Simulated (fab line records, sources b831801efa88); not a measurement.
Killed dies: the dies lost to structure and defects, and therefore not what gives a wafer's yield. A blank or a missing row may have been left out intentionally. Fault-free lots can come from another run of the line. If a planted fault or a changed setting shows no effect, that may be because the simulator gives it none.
Lot-split experiment | flow sky130 | 5 lots, 23 wafers read, on a route of 708 steps

THE SPLIT ITSELF
At SKY_FIELD_ISO_WET_ETCH_30 (etches SiO2 in dHF, target depth 25 nm, time 50 s), the setting timeS was moved away from the recipe's 50 s on 20 of the 23 wafers read, by -12.2% to +14.5%. For the rest of the wafers, this setting stayed at what the recipe calls for.

The reading comes from the split's own step.

THE READING
SiO2_of_FIELD_ISO_CVD_24.thkNm (the simulator's own value, which no gauge read), in nm, at SKY_FIELD_ISO_WET_ETCH_30 (etches SiO2 in dHF, target depth 25 nm, time 50 s). There is no usual value for it anywhere in the file. Average 403.9 nm, standard deviation 1.3 nm, over the 3 wafers here run with the recipe.

wafer  | tool, chamber at the split | timeS as run, s | against the recipe | SiO2_of_FIELD_ISO_CVD_24.thkNm, nm | against lot-mates on the recipe
L074.1 | -, -                       | 43.89           | -12.2%             | 407.6                              | no lot-mate on the recipe
L074.3 | -, -                       | 43.89           | -12.2%             | 408                                | no lot-mate on the recipe
L074.4 | -, -                       | 43.89           | -12.2%             | 409.6                              | no lot-mate on the recipe
L074.5 | -, -                       | 43.89           | -12.2%             | 406.4                              | no lot-mate on the recipe
L074.6 | -, -                       | 43.89           | -12.2%             | 408.4                              | no lot-mate on the recipe
L075.1 | wetBench-03, 3             | 50              | recipe             | 404.1                              | -
L075.3 | wetBench-03, 3             | 50              | recipe             | 405.4                              | -
L075.4 | wetBench-03, 3             | 50              | recipe             | 402.3                              | -
L079.1 | -, -                       | 45.52           | -9.0%              | 407.3                              | no lot-mate on the recipe
L079.2 | -, -                       | 45.52           | -9.0%              | 407.5                              | no lot-mate on the recipe
L079.4 | -, -                       | 45.52           | -9.0%              | 407                                | no lot-mate on the recipe
L079.5 | -, -                       | 45.52           | -9.0%              | 407.4                              | no lot-mate on the recipe
L079.6 | -, -                       | 45.52           | -9.0%              | 407.1                              | no lot-mate on the recipe
L082.2 | -, -                       | 46.91           | -6.2%              | 406.5                              | no lot-mate on the recipe
L082.3 | -, -                       | 46.91           | -6.2%              | 405.1                              | no lot-mate on the recipe
L082.4 | -, -                       | 46.91           | -6.2%              | 409.3                              | no lot-mate on the recipe
L082.5 | -, -                       | 46.91           | -6.2%              | 409.4                              | no lot-mate on the recipe
L082.6 | -, -                       | 46.91           | -6.2%              | 406.2                              | no lot-mate on the recipe
L084.1 | -, -                       | 57.26           | +14.5%             | 401.4                              | no lot-mate on the recipe
L084.2 | -, -                       | 57.26           | +14.5%             | 399.2                              | no lot-mate on the recipe
L084.3 | -, -                       | 57.26           | +14.5%             | 398.6                              | no lot-mate on the recipe
L084.5 | -, -                       | 57.26           | +14.5%             | 402.2                              | no lot-mate on the recipe
L084.6 | -, -                       | 57.26           | +14.5%             | 400.3                              | no lot-mate on the recipe

FIT RESULTS
A straight line over all 23 wafers: SiO2_of_FIELD_ISO_CVD_24.thkNm changes by -0.299 nm for each +1% of timeS; r = -0.91; the points scatter about the line by 1.4 nm.
Too few moved wafers with a lot-mate on the recipe to fit a line net of each lot's own level.

FILE'S OWN FIT
SiO2_of_FIELD_ISO_CVD_24.thkNm changes by -0.299 nm for each +1% of timeS, r = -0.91.
